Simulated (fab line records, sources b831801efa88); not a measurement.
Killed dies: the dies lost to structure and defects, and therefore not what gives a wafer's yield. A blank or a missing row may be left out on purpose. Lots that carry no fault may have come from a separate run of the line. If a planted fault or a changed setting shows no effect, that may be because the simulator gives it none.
Chamber matching / flow gf180mcu / GF_V2_CMP_04 on cmp-01: 4 sister chambers
The step polishes SiO2. 4 wafers are shown with their chamber, then 7 later ones without.

EACH WAFER AND ITS CHAMBER
wafer=L716.1; chamber=3; motor current A (A)=12.3
wafer=L716.3; chamber=0; motor current A (A)=13.8
wafer=L717.2; chamber=2; motor current A (A)=13.4
wafer=L717.4; chamber=1; motor current A (A)=9.5

WAFERS MISSING THEIR CHAMBER
wafer=L717.5; motor current A (A)=9.6
wafer=L727.2; motor current A (A)=13.6
wafer=L727.3; motor current A (A)=10.2
wafer=L727.4; motor current A (A)=12.0
wafer=L728.1; motor current A (A)=13.8
wafer=L728.2; motor current A (A)=9.6
wafer=L728.6; motor current A (A)=12.1

THE CHAMBER EACH PASSED THROUGH
wafer=L717.5; from the rows above=1; in truth=1
wafer=L727.2; from the rows above=can't be placed: 2 or 0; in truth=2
wafer=L727.3; from the rows above=1; in truth=1
wafer=L727.4; from the rows above=3; in truth=3
wafer=L728.1; from the rows above=can't be placed: 0 or 2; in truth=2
wafer=L728.2; from the rows above=1; in truth=1
wafer=L728.6; from the rows above=3; in truth=3
Placed correctly: 5 of 7. From these rows, 2 cannot be placed; in 2 the true chamber is one of the candidates. Placed wrongly: 0.
How it was worked out, from the rows above alone: a wafer's distance from a chamber is the root of the sum, over the readings, of the square of ((its reading less the chamber's mean) divided by the reading's scatter). If the next closest chamber is less than 2 further off than the closest, the wafer can't be placed; otherwise it belongs to the closest. Each chamber's mean is taken over the wafers shown for it. The scatter: root of mean squared gap, hidden wafer to nearest shown wafer, with one shown wafer a chamber.
